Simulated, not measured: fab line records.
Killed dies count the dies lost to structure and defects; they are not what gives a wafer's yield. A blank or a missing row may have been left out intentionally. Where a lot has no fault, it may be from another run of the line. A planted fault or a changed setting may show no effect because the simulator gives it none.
One fault through the eyes of 2 desks + flow sky130 + each desk has only its own numbers; what lay behind them comes last

== THE TOOL OWNER'S DESK: cmp-01 ==
The tool's own readings at SKY_FIELD_ISO_CMP_27 (polishes, stops on Si3N4, t overpolish 16 s, target thk 457.8 nm): means of the sampled wafers that have a number, for each lot that ran on this tool. A lot is out of limits, marked OUT, if its mean lies more than 4 standard deviations from the usual mean; the brackets give that distance.
Columns: A = motorCurrentA at SKY_FIELD_ISO_CMP_27, usual 12.5 A; B = overpolishRunS at SKY_FIELD_ISO_CMP_27, usual 16.001 s; C = timeToEndpointS at SKY_FIELD_ISO_CMP_27, usual 112 s
| lot  | first seen here | A    | B                        | C   |
|------|-----------------|------|--------------------------|-----|
| L314 | day 3 12:03     | 11.5 | 16.007                   | 116 |
| L315 | day 3 19:31     | 12.4 | 14.305 (-99 or more) OUT | 114 |
| L316 | day 3 23:41     | 12.4 | 14.305 (-99 or more) OUT | 115 |
This desk's finding: out of limits on L315, L316; first on L315, day 3 19:31 (overpolishRunS at SKY_FIELD_ISO_CMP_27). L314 stayed within limits.

== THE METROLOGY DESK ==
Lot by lot, what the gauges showed, no matter which tool ran the lot: averages of those sampled wafers that carry a number. A lot is out of limits, marked OUT, if its mean lies more than 4 standard deviations from the usual mean; the brackets give that distance.
Columns: A = FIELD_ISO_OXIDATION_01_THK at SKY_FIELD_ISO_THK_MEAS_23, usual 9.96 nm; B = FIELD_ISO_CVD_24_THK at SKY_FIELD_ISO_THK_MEAS_25, usual 596 nm
| lot  | first seen here | A     | B   |
|------|-----------------|-------|-----|
| L313 | day 3 02:16     | 9.93  | 595 |
| L314 | day 3 09:14     | 10.16 | 590 |
| L315 | day 3 16:31     | 9.39  | 601 |
| L316 | day 3 20:40     | 9.85  | 593 |
| L325 | day 5 20:21     | 10.07 | 595 |
| L330 | day 6 18:41     | 10.05 | 591 |
This desk found nothing out of limits on any of the 6 lots.

== BROUGHT TOGETHER ==
The tool owner's desk could have raised an alarm at day 3 19:31, on L315, L316.
At the metrology desk, nothing out of limits was observed.
The metrology desk holds a record of L315, L316, inside its limits.
Every lot named ran SKY_FIELD_ISO_CMP_27 on cmp-01.

== WHAT THE SIMULATOR HAD INSERTED ==
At SKY_FIELD_ISO_CMP_27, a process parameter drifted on cmp-01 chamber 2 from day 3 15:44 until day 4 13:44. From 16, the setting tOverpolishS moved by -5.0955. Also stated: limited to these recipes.
Shown lots that were struck: L315, L316.
Hours from the fault's start to each desk's first reading out of limits: the tool owner's desk, 4.
